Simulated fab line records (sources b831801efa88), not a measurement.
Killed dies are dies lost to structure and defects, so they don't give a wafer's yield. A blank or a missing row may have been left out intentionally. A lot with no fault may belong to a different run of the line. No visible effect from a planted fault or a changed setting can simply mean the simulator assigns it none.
Comparing a struck lot with a sound one | flow sky130 | 43 steps out of a route of 708
Sound: these wafers, L834.1, L834.5, L834.6. Wafers L842.2, L842.4, L842.5 were the ones struck. The cause is given at the end.
Order at every step that has rows: each side's tool, ch and its chambers, its first start. Under that, the readings that differ: sound wafers | struck wafers | difference of the means | sigmas: that difference in standard deviations of wafers without a fault.
alike: words and numbers the same on both sides, and readings whose means are apart by under 2 such deviations; not compared: readings that were withheld, readings missing a value for some wafer, numbers with overlapping values and no deviation given by the record, and bounds like >300 which may hide the same value.
A row with sigmas, a row that says differs or no value, or rows on one side alone: a step with any of these is where the two part. When numbers do not overlap yet have no deviation, they are printed without sigmas and do not part them. Lack of a reading on every wafer of one side parts them only where that side has two or more wafers.

SKY_LDD_HVP_TW_MEAS_10:
  struck on film metro-03, day 26 21:29; sound on film metro-04, day 24 05:32
  alike: LDD_HVP_TW
then, 7 steps without rows for these wafers: SKY_LDD_LDN_DEHYDRATE_00 (time 60 s); SKY_LDD_LDN_HMDS_01 (prime time 60 s); SKY_LDD_LDN_COAT_02 (resist thk 1140 nm); SKY_LDD_LDN_SOFTBAKE_03 (time 60 s); SKY_LDD_LDN_EXPOSE_04 (exposes mask LDNTM, target cd 700 nm); SKY_LDD_LDN_PEB_05; SKY_LDD_LDN_DEVELOP_06 (develop time 60 s).
SKY_LDD_LDN_OVL_MEAS_07:
  struck on overlay-01, day 28 02:05; sound on overlay-02, day 25 11:23
  reading          | sound          | struck      | difference | sigmas
  LDD_LDN_OVL (nm) | -1.6 -0.8 -0.5 | 1.5 1.4 3.2 | +3.0       | +2
then, 3 steps without rows for these wafers: SKY_LDD_LDN_IMPLANT_08; SKY_LDD_LDN_IMPLANT_09; SKY_LDD_LDN_IMPLANT_10.
SKY_LDD_LDN_IMPLANT_11:
  sound on implanter-02 ch 0, day 25 11:52; struck on implanter-02 ch 0, day 28 02:35
  alike: faraday current uA
SKY_LDD_LDN_STRIP_12: strips in O2/N2.
  sound on plasma asher-02 ch 0,1, day 25 12:01; struck on plasma asher-04 ch 0, day 28 02:43
  alike: drypump motor current A, o2 flow sccm, oes product au, strip time to endpoint s
  not compared: rf hours counter h
SKY_LDD_LDN_TW_MEAS_13:
  struck on film metro-02, day 28 02:49; sound on film metro-02, day 25 12:07
  alike: LDD_LDN_TW
then, 2 steps without rows for these wafers: SKY_LDD_LDN_CLEAN_14 (cleans in SC1/SC2, time 150 s); SKY_SPACER_CVD_00 (deposits Si3N4 from DCS/NH3, target thk 43.1 nm, time 740 s).
SKY_SPACER_THK_MEAS_01:
  struck on film metro-03, day 28 04:44; sound on film metro-04, day 25 14:02
  alike: SPACER_CVD_00_THK
SKY_SPACER_ETCHBACK_02: etches Si3N4 in CH3F/O2, stops on SiO2, time 46.7 s, target depth 45 nm.
  sound on rie diel-04 ch 2,3, day 25 14:05; struck on rie diel-02 ch 1,2, day 28 04:47
  alike: drypump motor current A, oes product au, throttle valve pct
  not compared: rf hours counter h
then, 8 steps without rows for these wafers: SKY_POLY_CUT_DEHYDRATE_00 (time 60 s); SKY_POLY_CUT_HMDS_01 (prime time 60 s); SKY_POLY_CUT_COAT_02 (resist thk 60 nm); SKY_POLY_CUT_COAT_03 (resist thk 450 nm); SKY_POLY_CUT_SOFTBAKE_04 (time 90 s); SKY_POLY_CUT_EXPOSE_05 (exposes mask NPCM, target cd 270 nm); SKY_POLY_CUT_PEB_06; SKY_POLY_CUT_DEVELOP_07 (develop time 60 s).
SKY_POLY_CUT_CD_MEAS_08: target cd 270 nm.
  struck on cd sem-02, day 29 08:55; sound on cd sem-02, day 26 19:14
  reading    | sound             | struck            | difference | sigmas
  cd nm (nm) | 267.8 269.4 268.7 | 271.9 271.2 270.8 | +2.7       | +2
SKY_POLY_CUT_OVL_MEAS_09:
  struck on overlay-01, day 29 09:01; sound on overlay-01, day 26 19:21
  alike: POLY_CUT_OVL
SKY_POLY_CUT_ETCH_10: etches BARC in N2/H2, stops on SiO2, time 45.9 s, target depth 60 nm.
  sound on rie diel-01 ch 0,3, day 26 19:23; struck on rie diel-04 ch 0,1,2, day 29 09:02
  alike: drypump motor current A, oes product au, throttle valve pct
  not compared: rf hours counter h
SKY_POLY_CUT_ETCH_11: etches Si3N4 in CF4/CH2F2/Ar, stops on poly-Si, time 42.5 s, target depth 60 nm.
  sound on rie diel-01 ch 0,3, day 26 19:26; struck on rie diel-04 ch 0,1,2, day 29 09:05
  alike: drypump motor current A, oes product au, throttle valve pct
  not compared: rf hours counter h
SKY_POLY_CUT_STRIP_12: strips in O2/N2.
  sound on plasma asher-01 ch 0,1, day 26 19:28; struck on plasma asher-03 ch 0, day 29 09:08
  alike: drypump motor current A, o2 flow sccm, oes product au, strip time to endpoint s
  not compared: rf hours counter h
then, 7 steps without rows for these wafers: SKY_SD_P_DEHYDRATE_00 (time 60 s); SKY_SD_P_HMDS_01 (prime time 60 s); SKY_SD_P_COAT_02 (resist thk 1140 nm); SKY_SD_P_SOFTBAKE_03 (time 60 s); SKY_SD_P_EXPOSE_04 (exposes mask PSDM, target cd 380 nm); SKY_SD_P_PEB_05; SKY_SD_P_DEVELOP_06 (develop time 60 s).
SKY_SD_P_CD_MEAS_07: target cd 380 nm.
  struck on cd sem-02, day 30 12:54; sound on cd sem-01, day 28 00:11
  alike: cd nm
SKY_SD_P_OVL_MEAS_08:
  struck on overlay-02, day 30 13:01; sound on overlay-01, day 28 00:19
  alike: SD_P_OVL
next, for these wafers, 1 step has no rows: SKY_SD_P_IMPLANT_09.
-- here the record skips 19 days between the struck wafers' starts before and after, leaving off in module SD_P and picking up in module PAD_OPEN (first step shown: number 708 of the route) --
SKY_PAD_OPEN_PROBE_99:
  struck on prober-02, day 49 05:22; sound on prober-02, day 47 16:49
  reading                               | sound             | struck            | difference | sigmas
  model.etest.tip sonos.rs ohm sq range | 55.97 39.72 41.28 | 75.19 82.81 102.8 | +41.28     |
  alike: killed_at_M0_to_M3, killed_at_M4_up, killed at contacts, killed at front end, killed at other, killed dies, killed open, killed short

== WHERE THEY PART ==
First at SKY_LDD_LDN_OVL_MEAS_07; last, within this record, at SKY_POLY_CUT_CD_MEAS_08. Later steps at which nothing parts them and some readings are alike: SKY_POLY_CUT_OVL_MEAS_09, SKY_POLY_CUT_ETCH_10, SKY_POLY_CUT_ETCH_11, SKY_POLY_CUT_STRIP_12, SKY_SD_P_CD_MEAS_07, SKY_SD_P_OVL_MEAS_08, SKY_PAD_OPEN_PROBE_99.

WHY: what had been put in by the simulator
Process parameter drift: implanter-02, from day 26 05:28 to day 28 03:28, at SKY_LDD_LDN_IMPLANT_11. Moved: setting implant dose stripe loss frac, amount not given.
